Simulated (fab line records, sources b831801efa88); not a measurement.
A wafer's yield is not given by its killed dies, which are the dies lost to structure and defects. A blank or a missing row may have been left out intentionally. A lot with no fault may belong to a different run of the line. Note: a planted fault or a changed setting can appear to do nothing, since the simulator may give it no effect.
What tool caused it? | flow gf180mcu | 7 lots, 21 wafers sampled, at 2 steps of a route of 602

WHAT THE GAUGES SHOWED, per wafer
GF_M1_OVL_MEAS_15.
lot  | measured     | on         | M1_OVL (nm)
L102 | day 17 13:07 | overlay-02 | 10 1 1
L108 | day 19 16:00 | overlay-01 | 8 0 2
L111 | day 20 20:02 | overlay-02 | 1 2 -4
L118 | day 23 08:46 | overlay-02 | 0 4 -2
L120 | day 23 21:07 | overlay-02 | 12 3 11
L122 | day 24 16:23 | overlay-02 | 1 -4 1
L124 | day 25 09:40 | overlay-02 | -3 12 -3

TOOL THAT RAN EACH LOT (tool first, then ch and the chambers of the sampled wafers, then the start)
lot  | GF_M1_SPUTTER_01
L102 | pvd sputter-03, day 16 13:48
L108 | pvd sputter-04, day 18 15:43
L111 | pvd sputter-03, day 19 19:24
L118 | pvd sputter-04, day 22 10:11
L120 | pvd sputter-03, day 22 22:26
L122 | pvd sputter-04, day 23 17:50
L124 | pvd sputter-03, day 24 11:52
- GF_M1_SPUTTER_01: material TiN, target thk 30 nm, time 25 s.

THE ANSWER, worked out from the rows above alone
Rule: usual is defined by the lots themselves. Put in order of their means at a reading, lots are off if they are a third of the lots or fewer, leave a main group of 4 or more, and stand apart from it by a gap of 3 or more times the standard deviation of the main group's means; of several such gaps the widest counts. A main group is skipped when, at the precision printed for the reading in the tables above, its means are all equal. Also off: a lot with no number at a reading for which 4 or more lots have one. Where the step has rows for the other lots, those lots are counted as sound.
None of the lots is off at any reading shown; this tells nothing.

WHAT THE SIMULATOR PUT IN
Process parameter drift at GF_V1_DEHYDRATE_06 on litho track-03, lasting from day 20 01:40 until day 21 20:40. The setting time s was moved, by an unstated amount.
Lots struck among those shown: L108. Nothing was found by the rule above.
